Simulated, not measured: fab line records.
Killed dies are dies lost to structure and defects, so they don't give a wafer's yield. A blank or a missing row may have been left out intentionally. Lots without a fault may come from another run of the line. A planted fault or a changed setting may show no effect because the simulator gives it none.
fab line records	flow sky130	part 1 of 2: steps 1 to 27 of 42
[record] lots = 5	wafers = 15	last-day = 50
route steps=708 shown FIELD_ISO@1 NWELL@32 DNWELL@35
lots that met no fault: from a run of the same line without faults
start-h: start of the lot's first displayed wafer, in hours after the record's first day	wait-h: hours elapsed since this lot's preceding step	" as in the row above	L1.1+2: one row covering several wafers at once	- no value, or no start was given	* or withheld: withheld	< > ~ a bound
route shown NAME@n: names a module that has steps shown in the file, with the first one's number in the route	usual: mean/standard deviation of fault-free wafers	same: alike in all rows	chamber/n: place in a boat	sites: the reading at each site	_std_site: standard deviation of those values	_edge_site: mean of outer sites minus mean of inner sites	radius-mm: for every site, how far away it sits from the centre of the wafer	mask NAME#n: copy n	behind: the most recent tool/chamber to have shaped the wafer	hold: cause of the lot's hold/its duration in hours/its outcome	device: names the non-switching transistor (n, p or np)	end of line: tests run on the same wafers once the route is complete	where a step has no rows: the recipe by itself	killed: the dies lost at the first sort to structure and to defects; this is not the yield of the wafer	map: the dies of a wafer, with x for killed, . for not killed, _ for no die there
set.NAME: the setting the step ran with; set.NAME@STEP: the setting that earlier step ran with	model.NAME: the simulator's own value behind a step, which no gauge read
a table for each step, a row for each wafer; lots at some steps of the route
services: from which hour (start-h, from the record's first day; less than 0 if before it) a tool's chamber was out of use, for how many hours, and why
[[steps]]
[step SKY_FIELD_ISO_BOW_MEAS_00]
[recipe] mode = bow
[usual] INCOMING_BOW = 0/6.1
lot.wafer	tool	chamber	start-h	wait-h	INCOMING_BOW[um]
L075.2	film-metro-02	-	15.02	-	3
L075.4	"	-	"	"	4
L075.6	"	-	"	"	3
L077.3	film-metro-01	-	25.04	-	-9
L077.4	"	-	"	"	9
L077.5	"	-	"	"	7
L089.2	film-metro-02	-	85.02	-	-3
L089.4	"	-	"	"	-1
L089.6	"	-	"	"	-8
L092.1	film-metro-03	-	100.00	-	3
L092.4	"	-	"	"	0
L092.6	"	-	"	"	10
L096.4	film-metro-02	-	120.06	-	12
L096.5	"	-	"	"	-4
L096.6	"	-	"	"	-5
[step SKY_FIELD_ISO_OXIDATION_01]
[recipe] temp-c = 900	ambient = O2	stabilise-s = 600	purge-s = 300	target-thk-a = 120	ox-time-s = 1843
[usual] spike-tc-top-C = 910.7/2.1	tube_center_temp_C_max = 902.3/0.35
[same] stabilise-s = 600
lot.wafer	tool	chamber	start-h	wait-h	spike-tc-top-C	tube_center_temp_C_max
L075.2	furnace-02	0	19.82	4.8	907.9	902.3
L075.4	"	0	"	"	908.5	902.1
L075.6	"	0	"	"	909.0	902.9
L077.3	furnace-02	0	26.94	1.9	909.5	902.8
L077.4	"	0	"	"	909.1	901.9
L077.5	"	0	"	"	909.9	902.3
L089.2	furnace-02	0	85.96	0.9	908.4	902.5
L089.4	"	0	"	"	908.3	902.1
L089.6	"	0	"	"	910.8	901.8
L092.1	furnace-01	0	100.12	0.1	913.6	901.8
L092.4	"	0	"	"	913.3	902.3
L092.6	"	0	"	"	913.6	902.4
L096.4	furnace-02	0	120.90	0.8	907.9	901.9
L096.5	"	0	"	"	907.8	902.8
L096.6	"	0	"	"	907.4	902.5
[step SKY_FIELD_ISO_THK_MEAS_02]
[recipe] reads = SiO2_of_FIELD_ISO_OXIDATION_01
[usual] FIELD_ISO_OXIDATION_00_THK = 12.06/0.25
lot.wafer	tool	chamber	start-h	wait-h	FIELD_ISO_OXIDATION_00_THK[nm]
L075.2	film-metro-03	-	21.34	0.0	11.57
L075.4	"	-	"	"	11.55
L075.6	"	-	"	"	11.64
L077.3	film-metro-02	-	28.47	0.0	11.82
L077.4	"	-	"	"	11.64
L077.5	"	-	"	"	11.90
L089.2	film-metro-03	-	87.48	0.0	12.47
L089.4	"	-	"	"	12.32
L089.6	"	-	"	"	12.03
L092.1	film-metro-01	-	101.63	0.0	12.02
L092.4	"	-	"	"	11.70
L092.6	"	-	"	"	11.68
L096.4	film-metro-01	-	122.44	0.0	12.60
L096.5	"	-	"	"	12.29
L096.6	"	-	"	"	12.42
[step SKY_FIELD_ISO_CVD_03]
[recipe] material = Si3N4	precursor = DCS/NH3	target-thk-nm = 165	temp-c = 770	time-s = 2830	pressure-mtorr = 250
[usual] spike-tc-top-C = 784.6/1.6	susceptor-temp-C = 770.0/0.36
lot.wafer	tool	chamber	start-h	wait-h	spike-tc-top-C	susceptor-temp-C
L075.2	lpcvd-02	1	21.39	0.0	782.4	770.1
L075.4	"	1	"	"	781.7	769.6
L075.6	"	1	"	"	782.6	770.1
L077.3	lpcvd-02	1	28.51	0.0	783.4	770.0
L077.4	"	1	"	"	783.8	770.1
L077.5	"	1	"	"	781.7	770.1
L089.2	lpcvd-02	1	87.53	0.0	783.2	770.5
L089.4	"	1	"	"	782.1	770.5
L089.6	"	1	"	"	782.1	769.7
L092.1	lpcvd-02	1	101.87	0.2	781.6	770.0
L092.4	"	1	"	"	783.4	770.4
L092.6	"	1	"	"	784.4	770.3
L096.4	lpcvd-02	1	123.40	1.0	782.8	770.3
L096.5	"	1	"	"	783.3	770.9
L096.6	"	1	"	"	783.1	769.9
[step SKY_FIELD_ISO_THK_MEAS_04]
[recipe] reads = Si3N4_of_FIELD_ISO_CVD_03
[usual] FIELD_ISO_CVD_03_THK = 165.3/1.6
lot.wafer	tool	chamber	start-h	wait-h	FIELD_ISO_CVD_03_THK[nm]
L075.2	film-metro-02	-	23.19	0.0	166.5
L075.4	"	-	"	"	165.5
L075.6	"	-	"	"	164.6
L077.3	film-metro-02	-	30.32	0.0	162.3
L077.4	"	-	"	"	162.8
L077.5	"	-	"	"	162.8
L089.2	film-metro-03	-	89.33	0.0	165.3
L089.4	"	-	"	"	165.7
L089.6	"	-	"	"	165.6
L092.1	film-metro-01	-	103.65	0.0	166.0
L092.4	"	-	"	"	165.3
L092.6	"	-	"	"	166.0
L096.4	film-metro-01	-	125.22	0.0	160.9
L096.5	"	-	"	"	161.5
L096.6	"	-	"	"	161.8
[step SKY_FIELD_ISO_DEHYDRATE_05]
[recipe] temp-c = 200	time-s = 60
lot.wafer	tool	chamber	start-h	wait-h
L075.2+4+6	litho-track-03	0	29.82	6.6
L077.3+4+5	litho-track-03	0	36.80	6.5
L089.2+4+6	litho-track-04	0	97.42	8.1
L092.1+4+6	litho-track-03	0	112.60	8.9
L096.4+5+6	litho-track-04	0	134.52	9.3
[step SKY_FIELD_ISO_HMDS_06]
[recipe] prime-time-s = 60	prime-temp-c = 120
lot.wafer	tool	chamber	start-h	wait-h
L075.2+4+6	litho-track-03	0	29.97	0.1
L077.3+4+5	litho-track-03	0	36.95	0.1
L089.2+4+6	litho-track-04	0	97.57	0.1
L092.1+4+6	litho-track-03	0	112.75	0.1
L096.4+5+6	litho-track-04	0	134.67	0.1
[step SKY_FIELD_ISO_COAT_07]
[recipe] resist = BARC	temp-c = withheld	time-s = withheld	spin-rpm = 3000	resist-thk-nm = 60
lot.wafer	tool	chamber	start-h	wait-h
L075.2+4+6	litho-track-03	0	30.12	0.1
L077.3+4+5	litho-track-03	0	37.10	0.1
L089.2+4+6	litho-track-04	0	97.72	0.1
L092.1+4+6	litho-track-03	0	112.90	0.1
L096.4+5+6	litho-track-04	0	134.82	0.1
[step SKY_FIELD_ISO_COAT_08]
[recipe] resist = KrF-thick	spin-rpm = 3000	resist-thk-nm = 450
lot.wafer	tool	chamber	start-h	wait-h
L075.2+4+6	litho-track-03	0	-	-
L077.3+4+5	litho-track-03	0	-	-
L089.2+4+6	litho-track-04	0	-	-
L092.1+4+6	litho-track-03	0	-	-
L096.4+5+6	litho-track-04	0	-	-
[step SKY_FIELD_ISO_SOFTBAKE_09]
[recipe] temp-c = 100	time-s = 90	resist = KrF-thick
lot.wafer	tool	chamber	start-h	wait-h
L075.2+4+6	litho-track-03	0	-	-
L077.3+4+5	litho-track-03	0	-	-
L089.2+4+6	litho-track-04	0	-	-
L092.1+4+6	litho-track-03	0	-	-
L096.4+5+6	litho-track-04	0	-	-
[step SKY_FIELD_ISO_EXPOSE_10]
[recipe] mask-id = FOM	na = 0.68	source-shape = annular	sigma-inner = 0.4	sigma-outer = 0.8	target-cd-nm = 150	dose-mj = 28
lot.wafer	tool	chamber	start-h	wait-h	mask
L075.2+4+6	krf-scanner-02	0	-	-	FOM#0
L077.3+4+5	krf-scanner-02	0	-	-	FOM#0
L089.2+4+6	krf-scanner-01	0	-	-	FOM#0
L092.1+4+6	krf-scanner-02	0	-	-	FOM#0
L096.4+5+6	krf-scanner-02	0	-	-	FOM#0
[step SKY_FIELD_ISO_PEB_11]
[recipe] peb-temp-c = withheld	peb-time-s = withheld	resist = KrF-thick
lot.wafer	tool	chamber	start-h	wait-h
L075.2+4+6	litho-track-02	0	-	-
L077.3+4+5	litho-track-04	0	-	-
L089.2+4+6	litho-track-02	0	-	-
L092.1+4+6	litho-track-04	0	-	-
L096.4+5+6	litho-track-03	0	-	-
[step SKY_FIELD_ISO_DEVELOP_12]
[recipe] develop-time-s = 60	resist = KrF-thick	dev-temp-c = 21
lot.wafer	tool	chamber	start-h	wait-h
L075.2+4+6	litho-track-02	0	-	-
L077.3+4+5	litho-track-04	0	-	-
L089.2+4+6	litho-track-02	0	-	-
L092.1+4+6	litho-track-04	0	-	-
L096.4+5+6	litho-track-03	0	-	-
[step SKY_FIELD_ISO_CD_MEAS_13]
[recipe] target-cd-nm = 150
[usual] cd-nm = 149.6/1.4
lot.wafer	tool	chamber	start-h	wait-h	cd-nm
L075.2	cd-sem-02	-	37.88	-	148.6
L075.4	"	-	"	"	148.8
L075.6	"	-	"	"	147.3
L077.3	cd-sem-02	-	45.48	-	149.0
L077.4	"	-	"	"	148.6
L077.5	"	-	"	"	148.9
L089.2	cd-sem-02	-	106.43	-	149.2
L089.4	"	-	"	"	148.9
L089.6	"	-	"	"	148.5
L092.1	cd-sem-01	-	122.19	-	148.8
L092.4	"	-	"	"	150.7
L092.6	"	-	"	"	148.9
L096.4	cd-sem-01	-	144.61	-	147.7
L096.5	"	-	"	"	149.4
L096.6	"	-	"	"	149.4
[step SKY_FIELD_ISO_ETCH_14]
[recipe] chemistry = N2/H2	target = BARC	ion-energy-ev = 200	source-w = 500	bias-w = 100	pressure-mtorr = 30	n2-flow-sccm = 100	h2-flow-sccm = 200	stop-on = SiO2	time-s = 45.9	target-depth-a = 600
[usual] drypump-motor-current-A = 5.9/0.36	oes-product-au = 0.855/0.0049	throttle-valve-pct = 13.224/0.0087
lot.wafer	tool	chamber	start-h	wait-h	drypump-motor-current-A	oes-product-au	rf-hours-counter-h	throttle-valve-pct
L075.2	rie-diel-03	2	37.98	0.1	5.6	0.851	116	13.219
L075.4	"	3	"	"	6.5	0.857	-	13.225
L075.6	"	0	"	"	5.9	0.860	-	13.237
L077.3	rie-diel-04	0	45.56	0.1	6.0	0.850	95	13.226
L077.4	"	1	"	"	6.3	0.853	10	13.230
L077.5	"	1	"	"	6.3	0.848	-	13.226
L089.2	rie-diel-03	2	106.53	0.1	5.6	0.858	118	13.231
L089.4	"	2	"	"	5.6	0.845	-	13.230
L089.6	"	1	"	"	6.1	0.861	-	13.218
L092.1	rie-diel-03	1	122.31	0.1	6.1	0.850	1	13.242
L092.4	"	2	"	"	5.6	0.858	-	13.221
L092.6	"	3	"	"	6.5	0.845	-	13.221
L096.4	rie-diel-01	0	144.67	0.0	5.5	0.851	92	13.212
L096.5	"	1	"	"	6.2	0.856	-	13.229
L096.6	"	0	"	"	5.6	0.853	-	13.202
[step SKY_FIELD_ISO_ETCH_15]
[recipe] chemistry = CHF3/O2	target-depth-nm = 180	stop-on = Si	source-w = 600	bias-w = 200	pressure-mtorr = 40	chf3-flow-sccm = 50	O2_flow_sccm = 5	time-s = 72
[usual] drypump-motor-current-A = 5.9/0.36	oes-product-au = 0.947/0.0067	throttle-valve-pct = 8.844/0.0092
lot.wafer	tool	chamber	start-h	wait-h	drypump-motor-current-A	oes-product-au	rf-hours-counter-h	throttle-valve-pct
L075.2	rie-diel-03	2	38.02	0.0	5.6	0.949	116	8.841
L075.4	"	3	"	"	6.5	0.947	-	8.849
L075.6	"	0	"	"	5.9	0.938	-	8.840
L077.3	rie-diel-04	0	45.61	0.0	6.0	0.944	95	8.848
L077.4	"	1	"	"	6.3	0.944	10	8.846
L077.5	"	1	"	"	6.3	0.939	-	8.835
L089.2	rie-diel-03	2	106.57	0.0	5.6	0.945	118	8.848
L089.4	"	2	"	"	5.6	0.947	-	8.837
L089.6	"	1	"	"	6.1	0.953	-	8.845
L092.1	rie-diel-03	1	122.36	0.0	6.1	0.953	1	8.852
L092.4	"	2	"	"	5.6	0.950	-	8.840
L092.6	"	3	"	"	6.5	0.945	-	8.835
L096.4	rie-diel-01	0	144.71	0.0	5.6	0.935	92	8.838
L096.5	"	1	"	"	6.2	0.938	-	8.833
L096.6	"	0	"	"	5.5	0.932	-	8.836
[step SKY_FIELD_ISO_STRIP_16]
[recipe] chemistry = O2/N2	power-w = 1400	pressure-mtorr = 1500	platen-temp-c = withheld	o2-flow-sccm = 3000	n2-flow-sccm = 300	overash-fraction = 0.5
[usual] drypump-motor-current-A = 5.46/0.2	oes-product-au = 0.378/0.0045	strip-time-to-endpoint-s = 3.55/0.044
lot.wafer	tool	chamber	start-h	wait-h	drypump-motor-current-A	oes-product-au	rf-hours-counter-h	strip-time-to-endpoint-s
L075.2	plasma-asher-01	1	38.08	0.0	5.45	0.383	36	3.59
L075.4	"	0	"	"	5.53	0.372	-	3.61
L075.6	"	1	"	"	5.43	0.378	-	3.47
L077.3	plasma-asher-04	0	45.70	0.1	5.10	0.380	-	3.51
L077.4	"	1	"	"	5.68	0.383	-	3.50
L077.5	"	0	"	"	5.11	0.376	-	3.51
L089.2	plasma-asher-01	0	106.63	0.0	5.53	0.388	43	3.60
L089.4	"	0	"	"	5.53	0.386	-	3.58
L089.6	"	1	"	"	5.45	0.378	-	3.52
L092.1	plasma-asher-03	1	122.41	0.0	5.71	0.381	41	3.47
L092.4	"	0	"	"	5.26	0.377	-	3.53
L092.6	"	1	"	"	5.68	0.379	-	3.59
L096.4	plasma-asher-04	1	144.80	0.1	5.68	0.382	-	3.55
L096.5	"	1	"	"	5.66	0.376	-	3.54
L096.6	"	0	"	"	5.11	0.384	-	3.56
[step SKY_FIELD_ISO_ETCH_17]
[recipe] target-depth-a = 3420	mask-material = Si3N4	chemistry = HBr/Cl2/O2	target = Si	taper-deg = 5	icp-w = 600	bias-w = 150	pressure-mtorr = 15	HBr_flow_sccm = 150	Cl2_flow_sccm = 40	O2_flow_sccm = 6	time-s = 97.7
[usual] HBr_flow_sccm = 150.1/0.46	drypump-motor-current-A = 6.0/0.38	oes-product-au = 1.004/0.012	throttle-valve-pct = 25.653/0.012
lot.wafer	tool	chamber	start-h	wait-h	HBr_flow_sccm	drypump-motor-current-A	oes-product-au	rf-hours-counter-h	throttle-valve-pct
L075.2	rie-si-02	0	38.18	0.1	150.1	5.4	1.006	24	25.658
L075.4	"	3	"	"	151.2	5.7	1.040	26	25.615
L075.6	"	3	"	"	150.5	5.6	1.025	-	25.651
L077.3	rie-si-01	2	45.76	0.0	150.5	6.4	1.023	150	25.651
L077.4	"	1	"	"	150.7	5.9	0.992	119	25.664
L077.5	"	2	"	"	150.9	6.4	1.026	-	25.625
L089.2	rie-si-02	3	106.73	0.1	150.9	5.6	1.006	26	25.653
L089.4	"	1	"	"	150.3	6.0	1.006	2	25.670
L089.6	"	3	"	"	150.3	5.7	1.014	-	25.638
L092.1	rie-si-02	0	122.51	0.1	149.5	5.3	1.006	25	25.651
L092.4	"	3	"	"	149.9	5.6	1.015	26	25.641
L092.6	"	0	"	"	149.9	5.4	1.016	-	25.648
L096.4	rie-si-02	2	144.87	0.0	149.9	6.6	0.994	36	25.658
L096.5	"	2	"	"	149.8	6.6	0.996	-	25.658
L096.6	"	3	"	"	149.6	5.6	1.009	-	25.626
[step SKY_FIELD_ISO_WET_ETCH_18]
[recipe] chemistry = H3PO4	target-depth-nm = 25	temp-c = 160	target = Si3N4	time-s = 286
lot.wafer	tool	chamber	start-h	wait-h
L075.2+4+6	wet-bench-03	1	38.25	0.0
L077.3+4+5	wet-bench-02	3	45.83	0.0
L089.2+4+6	wet-bench-02	0	106.80	0.0
L092.1+4+6	wet-bench-02	3	122.58	0.0
L096.4+5+6	wet-bench-02	3	144.94	0.0
[step SKY_FIELD_ISO_CLEAN_19]
[recipe] chemistry = SC1/SC2	mix = 1:4:20	temp-c = 70	time-s = 150
lot.wafer	tool	chamber	start-h	wait-h
L075.2+4+6	wet-bench-02	3	38.34	0.0
L077.3+4+5	wet-bench-03	1	45.93	0.0
L089.2+4+6	wet-bench-04	1	106.89	0.0
L092.1+4+6	wet-bench-04	2	122.68	0.0
L096.4+5+6	wet-bench-04	3	145.11	0.0
[step SKY_FIELD_ISO_CLEAN_20]
[recipe] chemistry = dHF	time-s = 20	dilution = 100:1
lot.wafer	tool	chamber	start-h	wait-h
L075.2+4+6	wet-bench-04	1	38.39	0.0
L077.3+4+5	wet-bench-02	0	45.98	0.0
L089.2+4+6	wet-bench-02	3	106.94	0.0
L092.1+4+6	wet-bench-03	3	122.73	0.0
L096.4+5+6	wet-bench-03	1	145.16	0.0
[step SKY_FIELD_ISO_WET_ETCH_21]
[recipe] chemistry = dHF	dilution = 100:1	target-depth-nm = 20	dry = ipa-marangoni	target = SiO2	temp-c = 25	time-s = 400
lot.wafer	tool	chamber	start-h	wait-h
L075.2+4+6	wet-bench-03	2	38.40	0.0
L077.3+4+5	wet-bench-03	3	45.99	0.0
L089.2+4+6	wet-bench-04	1	106.95	0.0
L092.1+4+6	wet-bench-02	0	122.74	0.0
L096.4+5+6	wet-bench-02	3	145.18	0.0
[step SKY_FIELD_ISO_OXIDATION_22]
[recipe] temp-c = 950	ambient = O2	stabilise-s = 600	purge-s = 300	target-thk-a = 100	ox-time-s = 623
[usual] spike-tc-top-C = 959.7/2.3	tube_center_temp_C_max = 952.4/0.4
[same] stabilise-s = 600
lot.wafer	tool	chamber	start-h	wait-h	spike-tc-top-C	tube_center_temp_C_max
L075.2	furnace-02	0	38.52	0.0	956.4	952.5
L075.4	"	0	"	"	959.2	952.4
L075.6	"	0	"	"	958.4	952.6
L077.3	furnace-02	0	47.24	1.1	957.6	952.7
L077.4	"	0	"	"	957.0	951.7
L077.5	"	0	"	"	958.2	952.8
L089.2	furnace-01	0	107.78	0.7	962.4	952.3
L089.4	"	0	"	"	964.1	952.8
L089.6	"	0	"	"	962.1	952.2
L092.1	furnace-02	0	122.87	0.0	957.6	952.5
L092.4	"	0	"	"	958.0	952.2
L092.6	"	0	"	"	957.8	952.8
L096.4	furnace-02	0	145.85	0.6	959.2	952.0
L096.5	"	0	"	"	959.8	952.8
L096.6	"	0	"	"	958.2	951.9
[step SKY_FIELD_ISO_THK_MEAS_23]
[recipe] reads = SiO2_of_FIELD_ISO_OXIDATION_22
[usual] FIELD_ISO_OXIDATION_01_THK = 10.05/0.21
lot.wafer	tool	chamber	start-h	wait-h	FIELD_ISO_OXIDATION_01_THK[nm]
L075.2	film-metro-02	-	39.70	0.0	10.18
L075.4	"	-	"	"	10.34
L075.6	"	-	"	"	10.19
L077.3	film-metro-03	-	48.44	0.0	9.75
L077.4	"	-	"	"	9.72
L077.5	"	-	"	"	9.86
L089.2	film-metro-03	-	108.97	0.0	9.99
L089.4	"	-	"	"	9.93
L089.6	"	-	"	"	9.84
L092.1	film-metro-02	-	124.05	0.0	10.45
L092.4	"	-	"	"	10.35
L092.6	"	-	"	"	10.35
L096.4	film-metro-01	-	147.05	0.0	10.14
L096.5	"	-	"	"	10.09
L096.6	"	-	"	"	10.05
[step SKY_FIELD_ISO_CVD_24]
[recipe] material = SiO2	target-thk-nm = 595	temp-c = 650	sigma-open-frac = 0.3	time-s = 99.2	sih4-flow-sccm = 60	pressure-mtorr = 6
[usual] susceptor-temp-C = 650.0/0.31
lot.wafer	tool	chamber	start-h	wait-h	susceptor-temp-C
L075.2	hdpcvd-01	0	39.75	0.0	650.4
L075.4	"	0	"	"	649.8
L075.6	"	2	"	"	649.6
L077.3	hdpcvd-01	0	48.48	0.0	649.7
L077.4	"	1	"	"	650.0
L077.5	"	0	"	"	650.1
L089.2	hdpcvd-01	1	109.02	0.0	650.3
L089.4	"	2	"	"	649.9
L089.6	"	0	"	"	650.3
L092.1	hdpcvd-02	2	124.11	0.1	649.6
L092.4	"	2	"	"	650.0
L092.6	"	0	"	"	649.9
L096.4	hdpcvd-02	1	147.12	0.1	650.3
L096.5	"	0	"	"	650.0
L096.6	"	2	"	"	649.6
[step SKY_FIELD_ISO_THK_MEAS_25]
[recipe] reads = SiO2_of_FIELD_ISO_CVD_24
[usual] FIELD_ISO_CVD_24_THK = 598/4.8
lot.wafer	tool	chamber	start-h	wait-h	FIELD_ISO_CVD_24_THK[nm]
L075.2	film-metro-03	-	39.83	0.0	594
L075.4	"	-	"	"	603
L075.6	"	-	"	"	600
L077.3	film-metro-02	-	48.57	0.1	600
L077.4	"	-	"	"	596
L077.5	"	-	"	"	606
L089.2	film-metro-02	-	109.10	0.0	594
L089.4	"	-	"	"	592
L089.6	"	-	"	"	595
L092.1	film-metro-01	-	124.18	0.0	596
L092.4	"	-	"	"	593
L092.6	"	-	"	"	598
L096.4	film-metro-01	-	147.19	0.0	598
L096.5	"	-	"	"	601
L096.6	"	-	"	"	603
[step SKY_FIELD_ISO_ANNEAL_26]
[recipe] temp-c = 1000	time-s = 1800	ambient = N2
[usual] spike-tc-top-C = 1009.7/2.2	tube_center_temp_C_max = 1002.6/0.42
lot.wafer	tool	chamber	start-h	wait-h	spike-tc-top-C	tube_center_temp_C_max
L075.2	furnace-01	0	39.88	0.0	1010.8	1002.3
L075.4	"	0	"	"	1012.2	1002.8
L075.6	"	0	"	"	1011.9	1002.9
L077.3	furnace-02	0	49.67	1.1	1008.2	1002.8
L077.4	"	0	"	"	1007.3	1002.5
L077.5	"	0	"	"	1007.7	1002.0
L089.2	furnace-02	0	109.15	0.0	1005.9	1002.1
L089.4	"	0	"	"	1008.0	1002.2
L089.6	"	0	"	"	1006.5	1002.9
L092.1	furnace-02	0	124.24	0.1	1008.1	1002.2
L092.4	"	0	"	"	1006.0	1003.8
L092.6	"	0	"	"	1007.9	1002.2
L096.4	furnace-01	0	147.22	0.0	1011.5	1002.5
L096.5	"	0	"	"	1011.4	1001.9
L096.6	"	0	"	"	1012.2	1002.7
